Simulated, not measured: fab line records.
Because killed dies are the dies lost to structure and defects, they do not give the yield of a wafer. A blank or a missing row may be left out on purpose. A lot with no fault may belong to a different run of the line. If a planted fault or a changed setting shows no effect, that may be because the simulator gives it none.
Which of the tools did it? -- flow sky130 -- 13 lots, 39 wafers sampled, at 5 steps of a route of 708

== WHAT THE GAUGES SHOWED, per wafer ==
SKY_FIELD_ISO_CD_MEAS_13: target cd 150 nm.
lot,measured,on,cd-nm (nm)
L819,day 2 20:20,cd-sem-01,152.7 151.2 151.7
L818,day 2 20:31,cd-sem-02,149.3 148.0 147.8
L817,day 2 20:40,cd-sem-01,151.1 149.4 150.4
L821,day 3 05:59,cd-sem-01,154.0 153.2 152.7
L822,day 3 11:52,cd-sem-01,150.0 150.8 149.5
L823,day 3 11:55,cd-sem-02,146.8 147.8 149.7
L824,day 3 21:13,cd-sem-02,150.7 151.4 152.4
L825,day 4 02:43,cd-sem-01,149.9 149.5 149.4
L833,day 5 21:07,cd-sem-02,149.9 152.5 150.6
L835,day 6 04:10,cd-sem-02,150.4 149.7 151.1
L836,day 6 10:01,cd-sem-02,150.1 149.4 148.9
L837,day 6 15:38,cd-sem-01,147.5 147.1 147.8
L838,day 6 22:04,cd-sem-01,152.3 150.9 152.4

SKY_NWELL_OVL_MEAS_10.
lot,measured,on,NWELL_00_OVL (nm)
L819,day 5 02:19,overlay-01,-2.2 -1.4 -0.7
L818,day 5 06:25,overlay-02,2.8 1.1 1.4
L817,day 5 06:56,overlay-02,2.4 2.2 2.0
L821,day 5 17:46,overlay-01,0.8 1.1 1.4
L822,day 5 22:55,overlay-01,-1.5 -0.6 -2.2
L823,day 5 22:43,overlay-02,2.7 0.2 1.1
L824,day 6 07:16,overlay-02,1.0 0.8 1.8
L825,day 6 13:52,overlay-02,3.1 1.8 1.3
L833,day 8 18:12,overlay-01,-2.0 -2.1 -2.1
L835,day 8 23:12,overlay-02,2.7 0.8 2.7
L836,day 9 04:48,overlay-02,0.6 -0.1 -0.5
L837,day 9 13:04,overlay-01,2.8 3.5 2.7
L838,day 9 19:13,overlay-01,1.8 1.1 1.4

SKY_VT_ADJUST_LVTN_OVL_MEAS_18.
lot,measured,on,VT_ADJUST_LVTN_01_OVL (nm)
L819,day 8 09:26,overlay-01,1.1 1.4 1.5
L818,day 8 13:01,overlay-01,-1.1 -0.5 0.0
L817,day 8 13:56,overlay-02,0.8 -0.2 0.4
L821,day 9 02:35,overlay-02,0.1 -0.1 -0.7
L822,day 9 09:10,overlay-02,-0.4 0.0 1.1
L823,day 9 08:13,overlay-02,-2.0 -0.9 -2.9
L824,day 9 18:22,overlay-02,-0.7 -1.7 -1.3
L825,day 10 01:46,overlay-02,-1.2 -2.1 0.4
L833,day 12 12:46,overlay-01,1.0 1.6 -0.4
L835,day 12 19:55,overlay-01,0.5 0.4 2.0
L836,day 13 02:55,overlay-01,3.7 2.5 1.5
L837,day 13 14:51,overlay-01,-0.4 0.4 2.6
L838,day 13 19:37,overlay-01,2.2 1.0 2.3

SKY_LDD_HVP_TW_MEAS_10.
lot,measured,on,LDD_HVP_TW
L819,day 22 21:11,film-metro-01,459 459 458
L818,day 22 19:22,film-metro-02,453 452 452
L817,day 22 18:19,film-metro-01,460 458 458
L821,day 24 22:30,film-metro-02,450 449 454
L822,day 25 00:01,film-metro-01,457 458 458
L823,day 24 22:49,film-metro-01,433 434 435
L824,day 25 01:18,film-metro-03,437 440 442
L825,day 25 01:40,film-metro-02,453 454 452
L833,day 27 13:36,film-metro-01,461 459 460
L835,day 27 23:18,film-metro-02,452 455 452
L836,day 28 15:54,film-metro-02,454 454 454
L837,day 28 18:08,film-metro-01,456 458 457
L838,day 29 06:55,film-metro-01,457 460 456

== TOOL THAT RAN EACH LOT (tool first, then ch and the chambers of the sampled wafers, then the start) ==
lot,SKY_LDD_HVP_IMPLANT_08
L819,"implanter-01 ch 0, day 22 20:59"
L818,"implanter-02 ch 0, day 22 19:07"
L817,"implanter-02 ch 0, day 22 18:06"
L821,"implanter-02 ch 0, day 24 22:14"
L822,"implanter-04 ch 0, day 24 23:46"
L823,"implanter-01 ch 0, day 24 22:34"
L824,"implanter-01 ch 0, day 25 01:03"
L825,"implanter-02 ch 0, day 25 01:25"
L833,"implanter-01 ch 0, day 27 13:21"
L835,"implanter-02 ch 0, day 27 23:03"
L836,"implanter-01 ch 0, day 28 15:39"
L837,"implanter-02 ch 0, day 28 17:55"
L838,"implanter-04 ch 0, day 29 06:40"
- SKY_LDD_HVP_IMPLANT_08

== AS READ BY THE TOOLS THEMSELVES (means over the sampled wafers that have a number; for cases with no such wafer, the mark the record gives instead) ==
SKY_LDD_HVP_IMPLANT_08.
lot,tool,dose-ions-cm2,faraday-current-uA
L819,implanter-01,1.7e+13,96.9
L818,implanter-02,1.7e+13,95.8
L817,implanter-02,1.7e+13,95.0
L821,implanter-02,1.7e+13,95.3
L822,implanter-04,1.7e+13,93.4
L823,implanter-01,1.5e+13,83.9
L824,implanter-01,1.5e+13,82.5
L825,implanter-02,1.7e+13,99.1
L833,implanter-01,1.7e+13,96.7
L835,implanter-02,1.7e+13,94.8
L836,implanter-01,1.7e+13,95.7
L837,implanter-02,1.7e+13,97.5
L838,implanter-04,1.7e+13,96.9

== THE ANSWER, worked out from the rows above alone ==
Rule: the usual values come from the lots themselves. The widest of any qualifying gaps counts: lots, ordered by their means at a reading, are off when they make up no more than a third of the lots, leave a main group of 4 or more, and stand apart from it by 3 or more times the standard deviation of that group's means. If all means in a main group match to the digits the tables above print for the reading, that group is not used. Also off: a lot with no number at a reading for which 4 or more lots have one. All remaining lots with rows at the step are treated as sound. Order of review: gauges by route order, followed by the tools' own readings, for which a lot's mean as printed above is used. The first step at which some lot is off is used, and at that step the reading that is off furthest; a lot without a number counts as furthest.
Off: at SKY_LDD_HVP_TW_MEAS_10 (LDD_HVP_TW), L823, L824. Main group: mean 456, sd 3.
A tool fits if, at a process step before that reading, it ran every lot that is off, and no sound lot after the first of them. The gauges at SKY_LDD_HVP_TW_MEAS_10 aren't tried: what is off there is off at SKY_LDD_HVP_IMPLANT_08 too, on other tools, and a gauge's error can't cause that. None of those tried fits.

== WHAT WAS PUT IN BY THE SIMULATOR ==
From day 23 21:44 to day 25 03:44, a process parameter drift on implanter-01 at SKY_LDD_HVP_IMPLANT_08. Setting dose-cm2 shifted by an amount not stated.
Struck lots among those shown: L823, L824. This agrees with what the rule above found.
